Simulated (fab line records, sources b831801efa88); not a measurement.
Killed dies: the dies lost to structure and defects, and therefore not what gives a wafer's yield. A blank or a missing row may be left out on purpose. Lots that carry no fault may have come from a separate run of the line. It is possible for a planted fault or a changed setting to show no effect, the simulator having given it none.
Struck lot and sound lot, side by side + flow sky130 + 15 out of 708 route steps
Sound: these wafers, L797.1, L797.3, L797.6. The struck wafers were L798.2, L798.3, L798.4. Last of all comes the cause.
For every step that has rows: the tool of each side, followed by ch and its chambers, followed by its first start. Under that, the readings that differ: sound wafers + struck wafers + difference of the means + sigmas: that difference in standard deviations of wafers without a fault.
alike: same words and numbers on both sides, and readings whose means sit less than 2 such deviations apart. not compared: any withheld reading, any reading some wafer has no value for, any bound like >300 that may hide the same value, and any number with overlapping values for which the record gives no deviation.
The two part at a step that has a row with sigmas, a row that says differs or no value, or rows on one side only. Numbers that don't overlap but have no deviation are shown without sigmas and don't part them. Lack of a reading on every wafer of one side parts them only where that side has two or more wafers.

first, 3 steps without rows for these wafers: SKY_SONOS_ONO_WET_ETCH_18 (etches Si3N4 in H3PO4, target depth 15 nm, time 172 s); SKY_GATE_OXIDE_CLEAN_00 (cleans in SC1/SC2, time 150 s); SKY_GATE_OXIDE_OXIDATION_01 (stabilise 600 s, purge 300 s, target thk 10.268 nm).
SKY_GATE_OXIDE_THK_MEAS_02:
  sound: film metro-03 at day 13 22:25; struck: film metro-01 at day 14 06:03
  alike: GATE_OXIDE_OXIDATION_00_THK
then, 7 steps without rows for these wafers: SKY_GATE_OXIDE_DEHYDRATE_03 (time 60 s); SKY_GATE_OXIDE_HMDS_04 (prime time 60 s); SKY_GATE_OXIDE_COAT_05 (resist thk 1140 nm); SKY_GATE_OXIDE_SOFTBAKE_06 (time 60 s); SKY_GATE_OXIDE_EXPOSE_07 (exposes mask LVOM, target cd 600 nm); SKY_GATE_OXIDE_PEB_08; SKY_GATE_OXIDE_DEVELOP_09 (develop time 60 s).
SKY_GATE_OXIDE_OVL_MEAS_10:
  sound: overlay-02 at day 15 00:11; struck: overlay-02 at day 15 08:14
  alike: GATE_OXIDE_OVL
SKY_GATE_OXIDE_IMPLANT_11:
  sound on implanter-04 ch 0, day 15 00:13; struck on implanter-04 ch 0, day 15 08:27
| reading                   | sound              | struck               | difference | sigmas      |
|---------------------------|--------------------|----------------------|------------|-------------|
| beam energy keV           | 10.003 9.999 9.999 | 10.786 10.792 10.788 | +0.788     | +99 or more |
| model.implant.rp nm (nm)  | 33.05 33.05 33.05  | 36.66 36.66 36.66    | +3.61      |             |
| model.implant.drp nm (nm) | 17.11 17.11 17.11  | 18.05 18.05 18.05    | +0.94      |             |
then, 1 step without rows for these wafers: SKY_GATE_OXIDE_WET_ETCH_12 (etches SiO2 in dHF, target depth 16.8 nm, time 347.9 s).
-- here the record skips 31 days between the struck wafers' starts before and after, leaving off in module GATE_OXIDE and picking up in module PAD_OPEN (first step shown: number 708 of the route) --
SKY_PAD_OPEN_PROBE_99:
  sound: prober-01 at day 46 09:06; struck: prober-02 at day 46 19:25
| reading                                  | sound                | struck               | difference | sigmas |
|------------------------------------------|----------------------|----------------------|------------|--------|
| killed_at_M0_to_M3                       | 60 53 55             | 43 38 43             | -15        | -2     |
| model.etest.pfet_01v8_lvt.off log10 a um | -8.659 -8.663 -8.677 | -8.274 -8.422 -8.481 | +0.274     |        |
  alike: killed_at_M4_up, killed at contacts, killed at front end, killed at other, killed dies, killed open, killed short

WHERE THEY PART
First at SKY_GATE_OXIDE_IMPLANT_11; last, within this record, at SKY_PAD_OPEN_PROBE_99.

WHY: what had been put in by the simulator
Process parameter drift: implanter-04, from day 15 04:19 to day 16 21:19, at SKY_GATE_OXIDE_IMPLANT_11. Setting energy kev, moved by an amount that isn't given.
